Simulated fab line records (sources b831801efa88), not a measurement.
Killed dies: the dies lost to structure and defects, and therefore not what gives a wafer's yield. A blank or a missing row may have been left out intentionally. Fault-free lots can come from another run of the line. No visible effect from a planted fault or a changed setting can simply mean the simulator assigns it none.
fab line records | flow sfq-line
record lots=14 | wafers=40 | last-day=94
route steps=325 shown I4@166 JJ@179 M5@206 R5@214
lots with no fault: from the same line, run without faults
start-h: hours from the record's opening day to when the first of the lot's shown wafers began | wait-h: hours elapsed since this lot's preceding step | " unchanged from the row above | L1.1+2: one row covering several wafers at once | - no value, or no start given | * or withheld: withheld | < > ~ a bound
route shown NAME@n: names a module that has steps shown in the file, with the first one's number in the route | usual: average and standard deviation across the fault-free wafers | same: alike in all rows | chamber/n: place in a boat | sites: per-site readings | _std_site: their standard deviation | _edge_site: mean of outer sites minus mean of inner sites | radius-mm: how far each site lies from the wafer's centre | mask NAME#n: copy n | behind: the last tool/chamber to shape the wafer | hold: why the lot went on hold/how many hours it stayed there/how the hold came to an end | device: the transistor (n, p or np) that didn't switch | end of line: tests run on the same wafers once the route is complete | a step without rows: its recipe alone | killed: dies that structure and defects cost at the first sort, which is not the same as the wafer's yield | map: shows each die of a wafer: x if killed, . if not, _ if none is there
set.NAME: setting as actually run; set.NAME@STEP: the setting as run at that earlier step | model.NAME: the simulator's own value behind a step, which no gauge read
the route's steps for a sample of lots (tables are steps, rows are wafers)
services: a tool's chamber out of use, with start hour (start-h, from the record's first day; less than 0 if before it), hours out, and reason
## steps
# step SFQ_TRILAYER_I4_METRO_MEASURE_101
# usual thk-nm=199.3/1.2
lot.wafer | tool          | chamber | start-h | wait-h | thk-nm
L769.1    | film-metro-01 | -       | 984.48  | 0.1    | 198.2
L769.5    | "             | -       | "       | "      | 198.4
L769.6    | "             | -       | "       | "      | 200.3
L770.1    | film-metro-04 | -       | 997.22  | 0.1    | 199.2
L770.2    | "             | -       | "       | "      | 200.8
L770.6    | "             | -       | "       | "      | 202.7
L771.3    | film-metro-04 | -       | 1020.30 | 0.5    | 198.9
L771.4    | "             | -       | "       | "      | 197.8
L771.6    | "             | -       | "       | "      | 197.4
L772.1    | film-metro-01 | -       | 1043.90 | 0.1    | 199.7
L772.3    | "             | -       | "       | "      | 198.6
L772.4    | "             | -       | "       | "      | 198.8
L773.2    | film-metro-03 | -       | 1050.10 | 0.3    | 200.1
L773.4    | "             | -       | "       | "      | 200.3
L773.5    | "             | -       | "       | "      | 198.0
L774.1    | film-metro-03 | -       | 1064.38 | 0.1    | 199.9
L774.2    | "             | -       | "       | "      | 198.4
L774.3    | "             | -       | "       | "      | 198.4
L776.2    | film-metro-04 | -       | 1224.84 | 0.3    | 200.3
L776.3    | "             | -       | "       | "      | 201.4
L776.5    | "             | -       | "       | "      | 199.9
L777.1    | film-metro-04 | -       | 1231.84 | 0.1    | 202.1
L777.4    | "             | -       | "       | "      | 199.8
L777.6    | "             | -       | "       | "      | 199.2
L779.1    | film-metro-04 | -       | 1252.29 | 0.1    | 198.3
L779.2    | "             | -       | "       | "      | 198.4
L779.6    | "             | -       | "       | "      | 200.9
L780.2    | film-metro-03 | -       | 1264.49 | 0.3    | 198.8
L780.3    | "             | -       | "       | "      | 200.5
L780.4    | "             | -       | "       | "      | 199.1
L783.1    | film-metro-01 | -       | 1276.78 | 0.1    | 202.3
L783.2    | "             | -       | "       | "      | 197.7
L783.5    | "             | -       | "       | "      | 197.6
L785.1    | film-metro-04 | -       | 1280.58 | 0.1    | 197.8
L785.2    | "             | -       | "       | "      | 197.6
L789.2    | film-metro-01 | -       | 1289.78 | 0.3    | 201.2
L789.3    | "             | -       | "       | "      | 199.4
L791.1    | film-metro-01 | -       | 1294.78 | 0.1    | 200.8
L791.2    | "             | -       | "       | "      | 199.8
L791.3    | "             | -       | "       | "      | 199.2
# step SFQ_TRILAYER_JJ_TRILAYER_DEP_SPUTTER_109
# recipe material=Nb | base-pressure-pa=1.33e-06 | chamber-pressure-pa=0.1333 | substrate-temp-c=20 | target-thk-nm=150 | power-w=2000 | time-s=100
# usual throttle-valve-pct=30.0/0.75
lot.wafer | tool           | chamber | start-h | wait-h | throttle-valve-pct
L769.1    | pvd-sputter-04 | -       | 1126.39 | 0.0    | 29.8
L769.5    | "              | -       | "       | "      | 29.6
L769.6    | "              | -       | "       | "      | 29.9
L770.1    | pvd-sputter-03 | -       | 1138.51 | 0.0    | 29.3
L770.2    | "              | -       | "       | "      | 30.7
L770.6    | "              | -       | "       | "      | 30.9
L771.3    | pvd-sputter-03 | -       | 1157.71 | 0.0    | 29.2
L771.4    | "              | -       | "       | "      | 30.9
L771.6    | "              | -       | "       | "      | 32.0
L772.1    | pvd-sputter-04 | -       | 1182.91 | 0.0    | 29.8
L772.3    | "              | -       | "       | "      | 29.9
L772.4    | "              | -       | "       | "      | 29.6
L773.2    | pvd-sputter-03 | -       | 1190.11 | 0.0    | 29.9
L773.4    | "              | -       | "       | "      | 31.9
L773.5    | "              | -       | "       | "      | 29.6
L774.1    | pvd-sputter-06 | -       | 1209.31 | 0.0    | 30.2
L774.2    | "              | -       | "       | "      | 29.9
L774.3    | "              | -       | "       | "      | 29.7
L776.2    | pvd-sputter-04 | -       | 1229.08 | 0.0    | 30.0
L776.3    | "              | -       | "       | "      | 29.1
L776.5    | "              | -       | "       | "      | 29.8
L777.1    | pvd-sputter-06 | -       | 1236.49 | 0.0    | 29.1
L777.4    | "              | -       | "       | "      | 29.9
L777.6    | "              | -       | "       | "      | 29.5
L779.1    | pvd-sputter-03 | -       | 1289.21 | 0.0    | 30.8
L779.2    | "              | -       | "       | "      | 31.9
L779.6    | "              | -       | "       | "      | 31.8
L780.2    | pvd-sputter-04 | -       | 1291.61 | 0.0    | 29.1
L780.3    | "              | -       | "       | "      | 29.8
L780.4    | "              | -       | "       | "      | 29.9
L783.1    | pvd-sputter-03 | -       | 1296.41 | 0.0    | 29.5
L783.2    | "              | -       | "       | "      | 31.8
L783.5    | "              | -       | "       | "      | 29.2
L785.1    | pvd-sputter-04 | -       | 1299.01 | 0.0    | 29.3
L785.2    | "              | -       | "       | "      | 30.0
L789.2    | pvd-sputter-04 | -       | 1306.96 | 0.0    | 29.9
L789.3    | "              | -       | "       | "      | 29.6
L791.1    | pvd-sputter-03 | -       | 1309.37 | 0.0    | 30.0
L791.2    | "              | -       | "       | "      | 31.5
L791.3    | "              | -       | "       | "      | 29.2
# step SFQ_TRILAYER_JJ_CE_METRO_MEASURE_117
# usual cd-nm=699.7/1.5
lot.wafer | tool      | chamber | start-h | wait-h | cd-nm
L769.1    | cd-sem-02 | -       | 1270.63 | 0.0    | 698.3
L769.5    | "         | -       | "       | "      | 699.4
L769.6    | "         | -       | "       | "      | 699.1
L770.1    | cd-sem-01 | -       | 1284.95 | 0.0    | 700.3
L770.2    | "         | -       | "       | "      | 699.8
L770.6    | "         | -       | "       | "      | 700.5
L771.3    | cd-sem-02 | -       | 1303.23 | 0.4    | 700.5
L771.4    | "         | -       | "       | "      | 699.3
L771.6    | "         | -       | "       | "      | 699.6
L772.1    | cd-sem-01 | -       | 1319.63 | 0.0    | 700.4
L772.3    | "         | -       | "       | "      | 702.7
L772.4    | "         | -       | "       | "      | 701.4
L773.2    | cd-sem-02 | -       | 1328.23 | 0.2    | 701.8
L773.4    | "         | -       | "       | "      | 701.5
L773.5    | "         | -       | "       | "      | 700.2
L774.1    | cd-sem-01 | -       | 1342.43 | 0.0    | 700.6
L774.2    | "         | -       | "       | "      | 701.1
L774.3    | "         | -       | "       | "      | 702.2
L776.2    | cd-sem-01 | -       | 1360.30 | 0.2    | 699.3
L776.3    | "         | -       | "       | "      | 699.9
L776.5    | "         | -       | "       | "      | 700.2
L777.1    | cd-sem-02 | -       | 1363.70 | 0.0    | 698.4
L777.4    | "         | -       | "       | "      | 700.6
L777.6    | "         | -       | "       | "      | 699.1
L779.1    | cd-sem-02 | -       | 1394.90 | 0.0    | 699.3
L779.2    | "         | -       | "       | "      | 699.0
L779.6    | "         | -       | "       | "      | 698.0
L780.2    | cd-sem-01 | -       | 1396.30 | 0.2    | 703.7
L780.3    | "         | -       | "       | "      | 704.7
L780.4    | "         | -       | "       | "      | 703.5
L783.1    | cd-sem-02 | -       | 1399.70 | 0.0    | 698.8
L783.2    | "         | -       | "       | "      | 699.5
L783.5    | "         | -       | "       | "      | 700.3
L785.1    | cd-sem-02 | -       | 1402.10 | 0.0    | 699.2
L785.2    | "         | -       | "       | "      | 699.5
L789.2    | cd-sem-02 | -       | 1407.10 | 0.2    | 700.2
L789.3    | "         | -       | "       | "      | 700.3
L791.1    | cd-sem-02 | -       | 1409.30 | 0.0    | 697.0
L791.2    | "         | -       | "       | "      | 696.7
L791.3    | "         | -       | "       | "      | 697.3
# step SFQ_TRILAYER_M5_ETCH_METAL_ETCH_126
# recipe target=Nb | stop-on=SiO2 | mask-material=PR | over-etch-frac=0.15 | time-s=203.2 | chemistry=Cl2/BCl3 | target-depth-nm=265 | icp-w=600 | bias-w=80 | pressure-mtorr=10
# usual drypump-motor-current-A=5.9/0.51 | oes-product-au=0.728/0.0061
lot.wafer | tool         | chamber | start-h | wait-h | drypump-motor-current-A | oes-product-au | rf-hours-counter-h
L769.1    | rie-metal-04 | 0       | 1384.16 | 0.0    | 6.2                     | 0.728          | 3
L769.5    | "            | 1       | "       | "      | 5.7                     | 0.733          | -
L769.6    | "            | 0       | "       | "      | 6.2                     | 0.734          | -
L770.1    | rie-metal-02 | 1       | 1392.56 | 0.0    | 5.9                     | 0.726          | 53
L770.2    | "            | 0       | "       | "      | 6.3                     | 0.728          | 41
L770.6    | "            | 1       | "       | "      | 5.8                     | 0.722          | -
L771.3    | rie-metal-03 | 0       | 1407.53 | 0.1    | 5.1                     | 0.733          | -
L771.4    | "            | 1       | "       | "      | 6.5                     | 0.741          | -
L771.6    | "            | 0       | "       | "      | 5.1                     | 0.728          | -
L772.1    | rie-metal-03 | 0       | 1423.98 | 0.0    | 5.0                     | 0.731          | 47
L772.3    | "            | 1       | "       | "      | 6.5                     | 0.718          | -
L772.4    | "            | 0       | "       | "      | 5.1                     | 0.719          | -
L773.2    | rie-metal-04 | 1       | 1433.58 | 0.0    | 5.7                     | 0.731          | 78
L773.4    | "            | 0       | "       | "      | 6.2                     | 0.730          | -
L773.5    | "            | 0       | "       | "      | 6.2                     | 0.731          | -
L774.1    | rie-metal-04 | 1       | 1453.27 | 0.0    | 5.7                     | 0.748          | 80
L774.2    | "            | 0       | "       | "      | 6.2                     | 0.735          | 8
L774.3    | "            | 1       | "       | "      | 5.7                     | 0.733          | -
L776.2    | rie-metal-04 | 0       | 1478.59 | 0.1    | 6.2                     | 0.727          | -
L776.3    | "            | 0       | "       | "      | 6.2                     | 0.719          | -
L776.5    | "            | 0       | "       | "      | 6.2                     | 0.726          | -
L777.1    | rie-metal-03 | 0       | 1483.27 | 0.0    | 5.0                     | 0.742          | 56
L777.4    | "            | 0       | "       | "      | 5.0                     | 0.729          | -
L777.6    | "            | 1       | "       | "      | 6.5                     | 0.732          | -
L779.1    | rie-metal-03 | 0       | 1513.95 | 0.0    | 5.0                     | 0.733          | 59
L779.2    | "            | 1       | "       | "      | 6.5                     | 0.728          | 86
L779.6    | "            | 1       | "       | "      | 6.5                     | 0.722          | -
L780.2    | rie-metal-02 | 1       | 1515.15 | 0.0    | 5.9                     | 0.717          | 69
L780.3    | "            | 1       | "       | "      | 5.9                     | 0.722          | -
L780.4    | "            | 0       | "       | "      | 6.3                     | 0.726          | -
L783.1    | rie-metal-02 | 0       | 1522.41 | 0.1    | 6.3                     | 0.732          | 58
L783.2    | "            | 0       | "       | "      | 6.3                     | 0.725          | -
L783.5    | "            | 0       | "       | "      | 6.3                     | 0.733          | -
L785.1    | rie-metal-04 | 1       | 1525.95 | 0.0    | 5.7                     | 0.725          | 86
L785.2    | "            | 0       | "       | "      | 6.2                     | 0.848          | 20
L789.2    | rie-metal-03 | 1       | 1533.15 | 0.0    | 6.5                     | 0.856          | 89
L789.3    | "            | 1       | "       | "      | 6.5                     | 0.852          | -
L791.1    | rie-metal-04 | 1       | 1540.15 | 0.0    | 5.7                     | 0.729          | 87
L791.2    | "            | 0       | "       | "      | 6.2                     | 0.731          | 22
L791.3    | "            | 0       | "       | "      | 6.2                     | 0.733          | -
# step SFQ_TRILAYER_R5_DEP_SPUTTER_134
# recipe material=Ti | base-pressure-pa=1.33e-06 | target-thk-nm=5 | power-w=2000 | time-s=5 | chamber-pressure-pa=0.4
# usual throttle-valve-pct=29.5/1.3
lot.wafer | tool           | chamber | start-h | wait-h | throttle-valve-pct
L769.1    | pvd-sputter-03 | -       | 1389.49 | 0.0    | 29.3
L769.5    | "              | -       | "       | "      | 29.3
L769.6    | "              | -       | "       | "      | 29.8
L770.1    | pvd-sputter-03 | -       | 1397.89 | 0.0    | 31.6
L770.2    | "              | -       | "       | "      | 30.7
L770.6    | "              | -       | "       | "      | 29.4
L771.3    | pvd-sputter-03 | -       | 1413.36 | 0.0    | 31.9
L771.4    | "              | -       | "       | "      | 29.4
L771.6    | "              | -       | "       | "      | 30.5
L772.1    | pvd-sputter-03 | -       | 1429.33 | 0.0    | 30.6
L772.3    | "              | -       | "       | "      | 30.0
L772.4    | "              | -       | "       | "      | 31.7
L773.2    | pvd-sputter-03 | -       | 1438.93 | 0.0    | 30.7
L773.4    | "              | -       | "       | "      | 31.9
L773.5    | "              | -       | "       | "      | 29.5
L774.1    | pvd-sputter-03 | -       | 1461.68 | 0.0    | 31.8
L774.2    | "              | -       | "       | "      | 29.6
L774.3    | "              | -       | "       | "      | 29.1
L776.2    | pvd-sputter-05 | -       | 1484.65 | 0.0    | 27.4
L776.3    | "              | -       | "       | "      | 27.5
L776.5    | "              | -       | "       | "      | 28.3
L777.1    | pvd-sputter-03 | -       | 1488.60 | 0.0    | 30.7
L777.4    | "              | -       | "       | "      | 29.9
L777.6    | "              | -       | "       | "      | 29.3
L779.1    | pvd-sputter-05 | -       | 1519.30 | 0.0    | 29.7
L779.2    | "              | -       | "       | "      | 27.5
L779.6    | "              | -       | "       | "      | 27.8
L780.2    | pvd-sputter-03 | -       | 1521.00 | 0.0    | 29.8
L780.3    | "              | -       | "       | "      | 29.2
L780.4    | "              | -       | "       | "      | 30.7
L783.1    | pvd-sputter-05 | -       | 1528.53 | 0.0    | 27.6
L783.2    | "              | -       | "       | "      | 28.4
L783.5    | "              | -       | "       | "      | 29.8
L785.1    | pvd-sputter-05 | -       | 1531.53 | 0.0    | 27.6
L785.2    | "              | -       | "       | "      | 28.2
L789.2    | pvd-sputter-03 | -       | 1539.55 | 0.0    | 30.0
L789.3    | "              | -       | "       | "      | 32.1
L791.1    | pvd-sputter-03 | -       | 1546.08 | 0.0    | 29.4
L791.2    | "              | -       | "       | "      | 31.6
L791.3    | "              | -       | "       | "      | 30.8
## services
tool           | chamber | start-h | hours | kind
cd-sem-02      | -       | 974.02  | 0.3   | pm
film-metro-04  | -       | 1030.92 | 0.3   | pm
cd-sem-02      | -       | 1046.48 | 2.0   | pm
rie-metal-04   | -       | 1108.18 | 0.5   | repair
pvd-sputter-03 | -       | 1123.76 | 13.0  | repair
cd-sem-02      | -       | 1143.06 | 1.6   | pm
film-metro-04  | -       | 1151.84 | 0.9   | pm
film-metro-04  | -       | 1152.98 | 0.3   | pm
rie-metal-04   | -       | 1155.35 | 0.1   | repair
cd-sem-02      | -       | 1158.02 | 0.5   | pm
cd-sem-02      | -       | 1158.54 | 1.9   | pm
rie-metal-04   | -       | 1210.46 | 2.8   | pm
rie-metal-04   | 0       | 1214.48 | 5.4   | repair
cd-sem-02      | -       | 1230.48 | 0.3   | pm
film-metro-04  | -       | 1275.92 | 2.2   | pm
film-metro-04  | -       | 1289.09 | 21.6  | pm
cd-sem-02      | -       | 1327.06 | 0.6   | pm
cd-sem-02      | -       | 1342.02 | 0.8   | pm
cd-sem-02      | -       | 1382.98 | 8.7   | pm
cd-sem-02      | -       | 1414.48 | 1.0   | pm
cd-sem-02      | -       | 1428.22 | 1.6   | pm
pvd-sputter-03 | -       | 1468.49 | 1.2   | repair
cd-sem-02      | -       | 1511.06 | 0.6   | pm
cd-sem-02      | -       | 1526.02 | 0.7   | pm
## key
first-sign step=SFQ_TRILAYER_M5_ETCH_METAL_ETCH_126 | reading=oes-product-au | direction=up | sigmas=20 | usual=0.728 | struck=0.852
effect none on later readings
met-at SFQ_TRILAYER_JJ_TRILAYER_DEP_SPUTTER_109
struck-lots L785,L789
struck-wafers L785.2,L789.2,L789.3
not-acting-at SFQ_TRILAYER_I4_METRO_MEASURE_101,SFQ_TRILAYER_JJ_CE_METRO_MEASURE_117,SFQ_TRILAYER_R5_DEP_SPUTTER_134
onset-between 1291.61 1299.01
fault kind=process-parameter-drift | tool=pvd-sputter-04 | chamber=- | onset-h=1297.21 | steps=SFQ_TRILAYER_JJ_TRILAYER_DEP_SPUTTER_109 | channel=target-thk-nm | offset=55.614 | shape=step | end-h=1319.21 | scope=struck-wafers-only | acts-in=these-recipes-only | stated=150
